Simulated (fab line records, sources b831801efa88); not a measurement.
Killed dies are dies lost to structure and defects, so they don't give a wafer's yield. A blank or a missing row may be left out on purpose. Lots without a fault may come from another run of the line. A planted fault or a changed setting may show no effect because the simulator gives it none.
Which tool did it? | flow sky130 | 11 lots, 33 wafers sampled, at 6 steps of a route of 708

WHAT THE GAUGES READ, wafer by wafer
SKY_CAPM_RS_MEAS_03: measures by four-point-probe. Usual: CAPM_TIN_RS 6.92 ohm/sq, standard deviation 0.075.
lot  | measured     | on            | CAPM_TIN_RS (ohm/sq) | flag
L326 | day 36 12:31 | film_metro-03 | 6.88 6.93 6.96       |
L327 | day 36 22:02 | film_metro-02 | 7.04 6.95 6.90       |
L328 | day 37 05:31 | film_metro-01 | 7.05 6.97 7.07       |
L331 | day 38 12:01 | film_metro-03 | 6.95 6.85 6.97       |
L333 | day 38 15:02 | film_metro-03 | 6.82 6.91 6.84       |
L334 | day 39 20:43 | film_metro-03 | 6.86 6.90 6.82       |
L339 | day 41 04:54 | film_metro-03 | 6.89 6.85 6.88       |
L344 | day 42 01:22 | film_metro-03 | 6.72 6.72 6.64       | OFF
L345 | day 42 09:19 | film_metro-01 | 6.98 6.80 6.92       |
L346 | day 42 14:27 | film_metro-03 | 6.87 6.73 6.85       |
L349 | day 43 07:12 | film_metro-03 | 6.90 6.90 6.87       |

SKY_CAPM_THK_MEAS_04: measures by xrf. Usual: CAPM_TIN_THK 197.1 nm, standard deviation 2.3.
lot  | measured     | on            | CAPM_TIN_THK (nm) | flag
L326 | day 36 12:38 | film_metro-03 | 197.8 197.1 196.1 |
L327 | day 36 22:10 | film_metro-02 | 193.9 196.4 198.1 |
L328 | day 37 05:38 | film_metro-01 | 192.2 195.9 192.1 |
L331 | day 38 12:08 | film_metro-03 | 195.8 198.9 195.2 |
L333 | day 38 15:08 | film_metro-03 | 199.8 197.1 200.1 |
L334 | day 39 20:50 | film_metro-03 | 199.6 197.8 200.2 |
L339 | day 41 05:01 | film_metro-03 | 196.9 199.2 198.1 |
L344 | day 42 01:29 | film_metro-03 | 202.9 203.1 204.4 |
L345 | day 42 09:25 | film_metro-01 | 196.8 201.4 198.5 |
L346 | day 42 14:33 | film_metro-03 | 199.1 203.3 199.4 |
L349 | day 43 07:19 | film_metro-03 | 197.9 198.0 199.0 |

WHICH TOOL RAN EACH LOT (tool, then ch and the chambers of the sampled wafers, then the start)
lot  | SKY_VIA2_ETCH_14                   | SKY_METAL3_SPUTTER_01        | SKY_METAL3_SPUTTER_04        | SKY_CAPM_SPUTTER_02
L326 | rie_diel-03 ch 0,2,3, day 36 10:41 | pvd_sputter-03, day 36 12:11 | pvd_sputter-03, day 36 12:16 | pvd_sputter-04, day 36 12:24
L327 | rie_diel-02 ch 1,2, day 36 19:56   | pvd_sputter-03, day 36 21:43 | pvd_sputter-03, day 36 21:48 | pvd_sputter-04, day 36 21:56
L328 | rie_diel-03 ch 1,2,3, day 37 03:41 | pvd_sputter-03, day 37 05:12 | pvd_sputter-03, day 37 05:17 | pvd_sputter-04, day 37 05:25
L331 | rie_diel-02 ch 0,2, day 38 10:17   | pvd_sputter-03, day 38 11:41 | pvd_sputter-03, day 38 11:46 | pvd_sputter-04, day 38 11:54
L333 | rie_diel-01 ch 0,1,2, day 38 13:17 | pvd_sputter-01, day 38 14:41 | pvd_sputter-01, day 38 14:46 | pvd_sputter-04, day 38 14:54
L334 | rie_diel-03 ch 0,3, day 39 18:59   | pvd_sputter-01, day 39 20:23 | pvd_sputter-01, day 39 20:28 | pvd_sputter-04, day 39 20:36
L339 | rie_diel-01 ch 1,3, day 41 03:11   | pvd_sputter-01, day 41 04:34 | pvd_sputter-01, day 41 04:40 | pvd_sputter-03, day 41 04:47
L344 | rie_diel-03 ch 0,1, day 41 23:35   | pvd_sputter-03, day 42 01:03 | pvd_sputter-03, day 42 01:08 | pvd_sputter-04, day 42 01:16
L345 | rie_diel-02 ch 1,2,3, day 42 07:08 | pvd_sputter-02, day 42 08:56 | pvd_sputter-02, day 42 09:01 | pvd_sputter-01, day 42 09:09
L346 | rie_diel-01 ch 0,1,2, day 42 12:14 | pvd_sputter-02, day 42 14:05 | pvd_sputter-02, day 42 14:10 | pvd_sputter-01, day 42 14:18
L349 | rie_diel-03 ch 0,1, day 43 05:29   | pvd_sputter-01, day 43 06:53 | pvd_sputter-01, day 43 06:58 | pvd_sputter-03, day 43 07:05
- SKY_VIA2_ETCH_14: etches BARC in N2/H2, stops on SiO2, time 45.9 s, target depth 60 nm.
- SKY_METAL3_SPUTTER_01: material TiN, target thk 20 nm, time 16.7 s.
- SKY_METAL3_SPUTTER_04: material TiN, target thk 70 nm, time 58.3 s.
- SKY_CAPM_SPUTTER_02: material TiN, target thk 200 nm, time 166.7 s.

WHAT THE TOOLS THEMSELVES READ (means of the sampled wafers that have a number; where no wafer has one, the mark that the record gives instead)
SKY_VIA2_ETCH_14. Usual: drypump_motor_current_A 5.8 A, standard deviation 0.5; oes_product_au 0.854 a.u., standard deviation 0.005; throttle_valve_pct 13.225 %, standard deviation 0.0086.
lot  | tool        | drypump_motor_current_A (A) | oes_product_au (a.u.) | throttle_valve_pct (%) | flag
L326 | rie_diel-03 | 5.9                         | 0.851                 | 13.225                 |
L327 | rie_diel-02 | 5.4                         | 0.846                 | 13.220                 |
L328 | rie_diel-03 | 6.0                         | 0.860                 | 13.235                 |
L331 | rie_diel-02 | 5.4                         | 0.852                 | 13.220                 |
L333 | rie_diel-01 | 5.4                         | 0.856                 | 13.220                 |
L334 | rie_diel-03 | 6.3                         | 0.851                 | 13.231                 |
L339 | rie_diel-01 | 5.7                         | 0.849                 | 13.220                 |
L344 | rie_diel-03 | 5.9                         | 0.857                 | 13.223                 |
L345 | rie_diel-02 | 5.3                         | 0.855                 | 13.231                 |
L346 | rie_diel-01 | 5.4                         | 0.857                 | 13.220                 |
L349 | rie_diel-03 | 6.0                         | 0.853                 | 13.230                 |

SKY_METAL3_SPUTTER_01. Usual: throttle_valve_pct 30.0 %, standard deviation 0.65.
lot  | tool           | throttle_valve_pct (%) | flag
L326 | pvd_sputter-03 | 30.2                   |
L327 | pvd_sputter-03 | 30.5                   |
L328 | pvd_sputter-03 | 30.0                   |
L331 | pvd_sputter-03 | 29.8                   |
L333 | pvd_sputter-01 | 29.9                   |
L334 | pvd_sputter-01 | 29.9                   |
L339 | pvd_sputter-01 | 29.5                   |
L344 | pvd_sputter-03 | 30.4                   |
L345 | pvd_sputter-02 | 30.3                   |
L346 | pvd_sputter-02 | 29.8                   |
L349 | pvd_sputter-01 | 29.8                   |

SKY_METAL3_SPUTTER_04. Usual: throttle_valve_pct 30.0 %, standard deviation 0.66.
lot  | tool           | throttle_valve_pct (%) | flag
L326 | pvd_sputter-03 | 30.2                   |
L327 | pvd_sputter-03 | 30.5                   |
L328 | pvd_sputter-03 | 30.0                   |
L331 | pvd_sputter-03 | 30.1                   |
L333 | pvd_sputter-01 | 30.0                   |
L334 | pvd_sputter-01 | 30.2                   |
L339 | pvd_sputter-01 | 29.4                   |
L344 | pvd_sputter-03 | 30.5                   |
L345 | pvd_sputter-02 | 30.4                   |
L346 | pvd_sputter-02 | 29.9                   |
L349 | pvd_sputter-01 | 29.7                   |

SKY_CAPM_SPUTTER_02. Usual: throttle_valve_pct 29.4 %, standard deviation 0.64.
lot  | tool           | throttle_valve_pct (%) | flag
L326 | pvd_sputter-04 | 29.4                   |
L327 | pvd_sputter-04 | 29.3                   |
L328 | pvd_sputter-04 | 29.2                   |
L331 | pvd_sputter-04 | 29.1                   |
L333 | pvd_sputter-04 | 29.3                   |
L334 | pvd_sputter-04 | 29.5                   |
L339 | pvd_sputter-03 | 30.3                   |
L344 | pvd_sputter-04 | 29.3                   |
L345 | pvd_sputter-01 | 29.2                   |
L346 | pvd_sputter-01 | 30.0                   |
L349 | pvd_sputter-03 | 29.7                   |

THE ANSWER, worked out from the rows above alone
Rule: a lot is off if the mean of its wafers that have a number lies more than 3 standard deviations from the usual mean. A lot without any number at a reading at which 4 lots or more have one is off too. The other lots that the step has rows for count as sound. The gauges are gone through in route order, then the tools' own readings, and for those a lot's mean is taken as printed above. The first step at which some lot is off is used, and at that step the reading that is off furthest; a lot without a number counts as furthest.
Off: L344, at SKY_CAPM_RS_MEAS_03 (CAPM_TIN_RS).
A tool fits if, at a process step before that reading, it ran every lot that is off, and no sound lot after the first of them. The gauges at SKY_CAPM_RS_MEAS_03 are tried like those tools. Can't be told from this: 2 tools fit, pvd_sputter-03 at SKY_METAL3_SPUTTER_01 and SKY_METAL3_SPUTTER_04, pvd_sputter-04 at SKY_CAPM_SPUTTER_02.

WHAT THE SIMULATOR HAD PUT IN
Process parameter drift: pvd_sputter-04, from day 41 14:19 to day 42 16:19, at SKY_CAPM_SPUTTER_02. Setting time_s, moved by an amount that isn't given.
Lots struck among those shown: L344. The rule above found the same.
